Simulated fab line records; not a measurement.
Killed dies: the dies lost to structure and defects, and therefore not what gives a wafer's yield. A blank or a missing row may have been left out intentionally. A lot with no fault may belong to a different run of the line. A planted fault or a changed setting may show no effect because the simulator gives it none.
fab line records    flow gf180mcu    part 2 of 2: steps 29 to 38 of 38
[record] lots = 5  wafers = 15  last-day = 34
route steps=602 shown V5@550 TOP_METAL@567 PASSIVATION@587
lots untouched by any fault: they come from a run of this same line in which no faults occurred
start-h: hours from the record's opening day to when the first of the lot's shown wafers began    wait-h: time in hours since the lot's previous step    " unchanged from the row above    L1.1+2: a single row standing in for several wafers    - no value present, or no start provided    * or withheld: withheld    < > ~ a bound
route shown NAME@n: names a module that has steps shown in the file, with the first one's number in the route    usual: mean and standard deviation over wafers with no fault    same: alike in all rows    chamber/n: place in a boat    sites: each site's reading    _std_site: standard deviation of those values    _edge_site: inner sites' mean taken away from outer sites' mean    radius-mm: how far each site lies from the wafer's centre    mask NAME#n: copy n    behind: tool/chamber where the wafer was last shaped    hold: the reason the lot was held/the length of the hold in hours/how it ended    device: whichever transistor did not switch (one of n, p or np)    end of line: at the end of the route, the tests of the same wafers    where a step has no rows: the recipe by itself    killed: dies that structure and defects cost at the first sort, which is not the same as the wafer's yield    map: per-die view of a wafer (x killed, . not killed, _ where there is no die)
set.NAME: the setting as run; set.NAME@STEP: as run at that earlier step    model.NAME: the simulator's own value behind a step, which no gauge read
lots at some steps of the route; a table a step, a row a wafer
services: when a tool's chamber went out of use (start-h, in hours from the record's first day, below 0 if earlier), for how many hours, and the reason
[[steps]]
[step GF_TOP_METAL_EXPOSE_11]
[recipe] mask-id = MetalTop  target-cd-nm = 440  na = 0.6  source-shape = conventional  sigma-outer = 0.6  dose-mj = 170
lot.wafer   tool              chamber  start-h  wait-h  mask
L075.1+2+3  iline-stepper-02  0        -        -       MetalTop#0
L076.1+3+5  iline-stepper-01  0        -        -       MetalTop#0
L084.2+3+5  iline-stepper-01  0        -        -       MetalTop#0
L091.3+4+5  iline-stepper-02  0        -        -       MetalTop#0
L097.3+4+5  iline-stepper-01  0        -        -       MetalTop#0
[step GF_TOP_METAL_PEB_12]
[recipe] temp-c = withheld  time-s = *  resist = NOVOLAK
lot.wafer   tool            chamber  start-h  wait-h
L075.1+2+3  litho-track-04  0        -        -
L076.1+3+5  litho-track-02  0        -        -
L084.2+3+5  litho-track-03  0        -        -
L091.3+4+5  litho-track-02  0        -        -
L097.3+4+5  litho-track-02  0        -        -
[step GF_TOP_METAL_DEVELOP_13]
[recipe] develop-time-s = 60  dev-temp-c = 23
[usual] developer-temp-C = 23.00/0.11
lot.wafer  tool            chamber  start-h  wait-h  developer-temp-C
L075.1     litho-track-04  0        657.12   0.1     23.18
L075.2     "               0        "        "       23.06
L075.3     "               0        "        "       23.18
L076.1     litho-track-02  0        673.23   0.1     23.12
L076.3     "               0        "        "       23.07
L076.5     "               0        "        "       23.10
L084.2     litho-track-03  0        723.40   0.1     22.96
L084.3     "               0        "        "       22.85
L084.5     "               0        "        "       22.85
L091.3     litho-track-02  0        764.33   0.1     22.97
L091.4     "               0        "        "       23.14
L091.5     "               0        "        "       23.14
L097.3     litho-track-02  0        795.73   0.1     23.10
L097.4     "               0        "        "       23.09
L097.5     "               0        "        "       23.04
[step GF_TOP_METAL_CD_MEAS_14]
[recipe] target-cd-nm = 440
[usual] cd-nm = 439.9/2.4
lot.wafer  tool       chamber  start-h  wait-h  cd-nm
L075.1     cd-sem-01  -        657.27   0.1     441.1
L075.2     "          -        "        "       442.6
L075.3     "          -        "        "       442.3
L076.1     cd-sem-01  -        673.38   0.1     438.6
L076.3     "          -        "        "       440.0
L076.5     "          -        "        "       439.2
L084.2     cd-sem-01  -        723.54   0.1     436.5
L084.3     "          -        "        "       433.9
L084.5     "          -        "        "       435.1
L091.3     cd-sem-01  -        764.47   0.1     434.9
L091.4     "          -        "        "       434.0
L091.5     "          -        "        "       436.7
L097.3     cd-sem-02  -        795.87   0.1     444.3
L097.4     "          -        "        "       442.7
L097.5     "          -        "        "       443.7
[step GF_TOP_METAL_OVL_MEAS_15]
[usual] TOP_METAL_OVL = 0.4/1.4
lot.wafer  tool        chamber  start-h  wait-h  TOP_METAL_OVL[nm]
L075.1     overlay-02  -        657.39   0.1     -1.7
L075.2     "           -        "        "       -1.4
L075.3     "           -        "        "       -2.0
L076.1     overlay-01  -        673.50   0.1     -1.0
L076.3     "           -        "        "       1.8
L076.5     "           -        "        "       1.0
L084.2     overlay-01  -        723.65   0.1     2.1
L084.3     "           -        "        "       1.6
L084.5     "           -        "        "       2.0
L091.3     overlay-02  -        764.57   0.1     -1.0
L091.4     "           -        "        "       -1.0
L091.5     "           -        "        "       -2.3
L097.3     overlay-02  -        795.97   0.1     1.0
L097.4     "           -        "        "       0.2
L097.5     "           -        "        "       0.3
[step GF_TOP_METAL_METAL_ETCH_16]
[recipe] chemistry = Cl2/BCl3  mask-material = NOVOLAK  target-depth-nm = 1197  stop-on = SiO2  pressure-mtorr = 8  icp-w = 800  bias-w = 140  Cl2_flow_sccm = 80  bcl3-flow-sccm = 40  time-s = 199.5
[usual] drypump-motor-current-A = 5.9/0.33  mfc-cl2-sccm = 79.98/0.23  oes-product-au = 0.991/0.0055  throttle-valve-pct = 28.229/0.0098
lot.wafer  tool          chamber  start-h  wait-h  drypump-motor-current-A  mfc-cl2-sccm  oes-product-au  rf-hours-counter-h  throttle-valve-pct
L075.1     rie-metal-04  0        657.42   0.0     5.5                      80.07         0.988           5                   28.241
L075.2     "             1        "        "       5.7                      79.71         0.991           13                  28.221
L075.3     "             1        "        "       5.7                      79.80         0.990           -                   28.227
L076.1     rie-metal-03  1        673.54   0.0     5.7                      80.36         0.987           14                  28.238
L076.3     "             0        "        "       6.1                      80.10         0.992           -                   28.225
L076.5     "             0        "        "       6.1                      79.88         0.992           -                   28.228
L084.2     rie-metal-03  1        723.68   0.0     5.7                      80.19         0.986           16                  28.234
L084.3     "             0        "        "       6.1                      79.62         0.997           -                   28.235
L084.5     "             0        "        "       6.1                      79.83         0.994           -                   28.230
L091.3     rie-metal-03  1        764.72   0.1     5.7                      79.67         0.989           -                   28.233
L091.4     "             1        "        "       5.7                      79.97         0.992           -                   28.229
L091.5     "             1        "        "       5.7                      79.64         0.996           -                   28.221
L097.3     rie-metal-02  0        796.05   0.1     6.5                      79.73         0.989           -                   28.224
L097.4     "             1        "        "       6.4                      79.84         0.982           -                   28.226
L097.5     "             1        "        "       6.4                      79.54         0.973           -                   28.241
[step GF_TOP_METAL_STRIP_17]
[recipe] chemistry = O2/N2  power-w = 1400  pressure-mtorr = 1500  platen-temp-c = 250  o2-flow-sccm = 3000  n2-flow-sccm = 300  overash-fraction = 0.5
[usual] drypump-motor-current-A = 5.7/0.32  heater-power-w = 364/57  n2-flow-sccm = 299.8/0.93  oes-product-au = 0.710/0.0046  strip-time-to-endpoint-s = 12.89/0.074
lot.wafer  tool             chamber  start-h  wait-h  drypump-motor-current-A  heater-power-w  n2-flow-sccm  oes-product-au  rf-hours-counter-h  strip-time-to-endpoint-s
L075.1     plasma-asher-01  0        657.61   0.1     5.5                      465             299.1         0.711           24                  12.88
L075.2     "                1        "        "       6.2                      338             302.2         0.703           24                  12.82
L075.3     "                1        "        "       6.2                      334             300.7         0.706           -                   12.83
L076.1     plasma-asher-01  1        673.73   0.1     6.2                      338             299.0         0.703           26                  13.01
L076.3     "                0        "        "       5.6                      465             300.6         0.710           -                   12.91
L076.5     "                1        "        "       6.2                      334             299.6         0.707           -                   12.98
L084.2     plasma-asher-04  1        723.87   0.1     5.4                      383             300.5         0.711           63                  12.78
L084.3     "                1        "        "       5.4                      387             300.0         0.707           -                   12.82
L084.5     "                1        "        "       5.4                      385             299.4         0.711           -                   12.85
L091.3     plasma-asher-04  1        765.01   0.2     5.4                      385             301.3         0.709           -                   12.89
L091.4     "                0        "        "       5.6                      319             300.8         0.703           -                   12.96
L091.5     "                0        "        "       5.7                      325             301.1         0.715           -                   12.98
L097.3     plasma-asher-02  0        796.21   0.1     6.0                      318             299.1         0.706           -                   12.82
L097.4     "                1        "        "       5.3                      320             299.4         0.714           -                   13.05
L097.5     "                1        "        "       5.3                      324             298.7         0.709           -                   13.05
[step GF_TOP_METAL_STRIP_18]
[recipe] chemistry = post-etch-residue-remover  time-s = 1200  temp-c = 72.5
lot.wafer   tool          chamber  start-h  wait-h
L075.1+2+3  wet-bench-03  3        657.71   0.1
L076.1+3+5  wet-bench-01  3        673.83   0.1
L084.2+3+5  wet-bench-04  1        723.97   0.1
L091.3+4+5  wet-bench-04  3        765.07   0.0
L097.3+4+5  wet-bench-01  1        796.28   0.0
[step GF_TOP_METAL_CLEAN_19]
[recipe] chemistry = DIW  dry = n2-spin
lot.wafer   tool          chamber  start-h  wait-h
L075.1+2+3  wet-bench-01  3        658.06   0.0
L076.1+3+5  wet-bench-04  3        674.17   0.0
L084.2+3+5  wet-bench-03  2        724.31   0.0
L091.3+4+5  wet-bench-03  1        765.44   0.0
L097.3+4+5  wet-bench-04  1        796.65   0.0
[step GF_PASSIVATION_CVD_00]
[recipe] material = SiO2  target-thk-nm = 1000  precursor = TEOS  temp-c = 400  time-s = 111.95  rf-w = 600
[usual] heater-power-w = 729/82
lot.wafer  tool      chamber  start-h  wait-h  heater-power-w
L075.1     pecvd-04  2        658.16   0.0     745
L075.2     "         0        "        "       902
L075.3     "         1        "        "       842
L076.1     pecvd-04  0        674.27   0.0     853
L076.3     "         2        "        "       740
L076.5     "         2        "        "       570
L084.2     pecvd-01  1        724.40   0.0     692
L084.3     "         0        "        "       674
L084.5     "         2        "        "       740
L091.3     pecvd-03  1        765.55   0.0     715
L091.4     "         0        "        "       784
L091.5     "         1        "        "       761
L097.3     pecvd-04  0        796.74   0.0     956
L097.4     "         0        "        "       756
L097.5     "         2        "        "       744
[[services]]
tool              chamber  start-h  hours  kind
rie-diel-04       0        606.89   7.6    repair
iline-stepper-01  -        612.14   28.9   pm
plasma-asher-04   -        614.50   2.8    pm
rie-diel-03       1        619.73   1.4    repair
pvd-sputter-02    -        622.19   3.5    repair
cmp-01            -        622.64   0.9    repair
wet-bench-04      -        631.28   4.4    pm
krf-scanner-01    -        635.03   4.0    pm
rie-diel-03       3        638.72   13.4   repair
krf-scanner-01    -        646.03   1.3    pm
krf-scanner-01    -        660.18   6.3    repair
krf-scanner-01    -        662.71   1.8    repair
rie-diel-03       2        700.40   16.7   repair
krf-scanner-01    -        704.55   1.0    pm
plasma-asher-01   -        705.53   6.6    repair
rie-diel-04       3        712.24   4.1    repair
cvd-w-02          0        716.91   1.9    repair
rie-diel-04       2        730.93   7.4    repair
plasma-asher-01   -        731.96   8.2    repair
pvd-sputter-01    -        739.54   1.5    repair
cvd-w-02          1        748.25   7.8    repair
krf-scanner-01    -        752.38   0.8    pm
krf-scanner-01    -        754.83   3.6    pm
rie-diel-04       2        768.63   2.9    repair
